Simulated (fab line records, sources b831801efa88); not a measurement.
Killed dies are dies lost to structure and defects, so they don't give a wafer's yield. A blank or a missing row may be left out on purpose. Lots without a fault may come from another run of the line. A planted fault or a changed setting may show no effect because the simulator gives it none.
Which tool did it? | flow sky130 | 6 lots, 18 wafers sampled, at 1 step of a route of 708

WHAT THE GAUGES READ, wafer by wafer
SKY_CONTACT_CD_MEAS_14: target cd 170 nm.
lot  | measured     | on        | cd_nm (nm)
L928 | day 32 23:46 | cd_sem-02 | 167.8 168.3 168.6
L929 | day 33 11:27 | cd_sem-02 | 170.3 170.0 170.5
L936 | day 37 11:03 | cd_sem-02 | 171.0 172.8 172.3
L938 | day 37 15:07 | cd_sem-01 | 169.3 170.0 169.3
L944 | day 38 06:53 | cd_sem-02 | 169.4 167.7 168.6
L946 | day 38 22:40 | cd_sem-02 | 170.0 171.2 170.6

WHICH TOOL RAN EACH LOT (tool, then ch and the chambers of the sampled wafers, then the start)
The record holds no process step before these readings.

THE ANSWER, worked out from the rows above alone
Rule: what is usual is taken from the lots themselves. Put in order of their means at a reading, lots are off if they are a third of the lots or fewer, leave a main group of 4 or more, and stand apart from it by a gap of 3 or more times the standard deviation of the main group's means; of several such gaps the widest counts. A main group whose means are all the same, to the digits that the tables above print for the reading, isn't used. A lot without any number at a reading at which 4 lots or more have one is off too. The other lots that the step has rows for count as sound.
No lot is off at any reading shown: from this, nothing can be told.

WHAT THE SIMULATOR HAD PUT IN
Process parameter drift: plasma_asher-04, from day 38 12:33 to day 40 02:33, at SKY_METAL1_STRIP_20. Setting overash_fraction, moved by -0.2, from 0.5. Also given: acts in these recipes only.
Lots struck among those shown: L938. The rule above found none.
